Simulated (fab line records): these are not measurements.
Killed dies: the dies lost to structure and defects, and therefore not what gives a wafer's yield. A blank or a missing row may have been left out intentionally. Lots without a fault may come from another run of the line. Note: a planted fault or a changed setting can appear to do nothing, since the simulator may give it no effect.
What tool caused it? / flow gf180mcu / 7 lots, 21 wafers sampled, at 1 step of a route of 602

## WHAT EACH GAUGE READ, for each wafer
GF_V2_THK_MEAS_01.
lot=L552; measured=day 20 03:38; on=filmMetro-03; V2_CVD_00_THK (nm)=602 607 602
lot=L554; measured=day 21 08:43; on=filmMetro-03; V2_CVD_00_THK (nm)=600 600 597
lot=L557; measured=day 22 07:43; on=filmMetro-03; V2_CVD_00_THK (nm)=599 595 605
lot=L559; measured=day 23 03:47; on=filmMetro-04; V2_CVD_00_THK (nm)=608 605 598
lot=L562; measured=day 24 11:54; on=filmMetro-04; V2_CVD_00_THK (nm)=591 596 601
lot=L568; measured=day 25 21:34; on=filmMetro-01; V2_CVD_00_THK (nm)=601 599 590
lot=L570; measured=day 26 09:15; on=filmMetro-04; V2_CVD_00_THK (nm)=600 600 595

## WHICH TOOL RAN EACH LOT (tool, then ch and the chambers of the sampled wafers, then the start)
There is no process step in the record ahead of these readings.

## THE ANSWER, worked out from the rows above alone
Rule: usual is defined by the lots themselves. The widest of any qualifying gaps counts: lots, ordered by their means at a reading, are off when they make up no more than a third of the lots, leave a main group of 4 or more, and stand apart from it by 3 or more times the standard deviation of that group's means. A main group is skipped when, at the precision printed for the reading in the tables above, its means are all equal. A lot without any number at a reading at which 4 lots or more have one is off too. Where the step has rows for the other lots, those lots are counted as sound.
No lot is off at any reading shown: from this, nothing can be told.

## WHAT HAD BEEN PUT IN BY THE SIMULATOR
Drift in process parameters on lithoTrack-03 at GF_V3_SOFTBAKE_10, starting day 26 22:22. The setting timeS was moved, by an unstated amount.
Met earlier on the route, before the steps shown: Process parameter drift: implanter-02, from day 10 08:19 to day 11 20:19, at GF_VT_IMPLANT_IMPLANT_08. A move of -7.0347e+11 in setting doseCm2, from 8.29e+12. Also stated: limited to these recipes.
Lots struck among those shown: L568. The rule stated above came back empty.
